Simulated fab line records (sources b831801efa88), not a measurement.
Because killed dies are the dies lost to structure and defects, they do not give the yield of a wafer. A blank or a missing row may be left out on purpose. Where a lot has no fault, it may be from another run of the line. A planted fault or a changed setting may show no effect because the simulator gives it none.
2 desks looking at one fault | flow gf180mcu | every desk sees just its own numbers, and what lay behind them comes last

FROM THE METROLOGY DESK
Means of the sampled wafers that have a number, per lot and without regard to the tool the lot ran on: this is what the gauges read. A lot is out of limits, marked OUT, if its mean lies more than 4 standard deviations from the usual mean; the brackets give that distance.
Columns: A = NWELL_RS at GF_VT_IMPLANT_RS_MEAS_47, usual 488.2 ohm/sq; B = HV_LDD_TW at GF_HV_LDD_TW_MEAS_11, usual 2403; C = HV_LDD_RS at GF_HV_LDD_RS_MEAS_53, usual 418.5 ohm/sq
lot  | first seen here | A     | B    | C
L247 | day 8 00:26     | 487.6 | 2375 | 418.2
L249 | day 8 10:15     | 489.0 | 2403 | 418.6
L253 | day 9 13:16     | 488.7 | 2393 | 417.4
L257 | day 10 16:09    | 488.0 | 2404 | 414.0 (-4.5) OUT
L258 | day 10 20:53    | 488.3 | 2388 | 414.4 (-4.1) OUT
L259 | day 11 04:58    | 486.9 | 2410 | 420.3
L261 | day 11 17:53    | 487.9 | 2437 | 419.2
L263 | day 12 06:46    | 488.0 | 2398 | 417.5
L265 | day 12 20:40    | 488.5 | 2382 | 419.5
L266 | day 13 02:12    | 489.6 | 2412 | 419.1
L267 | day 13 12:09    | 488.1 | 2400 | 418.3
L268 | day 13 17:13    | 489.5 | 2443 | 418.4
L269 | day 14 00:05    | 487.8 | 2385 | 418.7
This desk finds L257, L258 out of limits, with the earliest case on L257 at day 16 00:38 (HV_LDD_RS at GF_HV_LDD_RS_MEAS_53). L247, L249, L253, L259, L261, L263, L265, L266, L267, L268, L269: within limits.

THE TOOL OWNER'S DESK: implanter-01
The tool's own readings at GF_HV_LDD_IMPLANT_35, given as means over the sampled wafers that have a number, one for each lot that went through this tool. A lot is out of limits, marked OUT, if its mean lies more than 4 standard deviations from the usual mean; the brackets give that distance.
Columns: A = doseIonsCm2 at GF_HV_LDD_IMPLANT_35, usual 7.501e+12; B = faradayCurrentUA at GF_HV_LDD_IMPLANT_35, usual 42.3
lot  | first seen here | A                           | B
L257 | day 15 02:26    | 8.879e+12 (+99 or more) OUT | 50.6 (+10) OUT
L258 | day 15 06:20    | 8.879e+12 (+99 or more) OUT | 49.9 (+9.5) OUT
L267 | day 18 12:41    | 7.496e+12                   | 41.5
L268 | day 18 23:35    | 7.507e+12                   | 42.2
This desk's verdict: out of limits on L257, L258, starting with L257 at day 15 02:26 (doseIonsCm2 at GF_HV_LDD_IMPLANT_35). L267, L268: within limits.

ALL TOGETHER
The tool owner's desk could have raised an alarm at day 15 02:26, on L257, L258.
An alarm was possible from the metrology desk at day 16 00:38, on L257, L258.
The lots listed all ran GF_HV_LDD_IMPLANT_35 on implanter-01.

WHAT WAS PUT IN BY THE SIMULATOR
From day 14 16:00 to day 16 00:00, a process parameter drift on implanter-01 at GF_HV_LDD_IMPLANT_35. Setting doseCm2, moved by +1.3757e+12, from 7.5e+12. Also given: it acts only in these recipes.
Shown lots that were struck: L257, L258.
Hours from the fault's start to each desk's first reading out of limits: the tool owner's desk, 10; the metrology desk, 33.
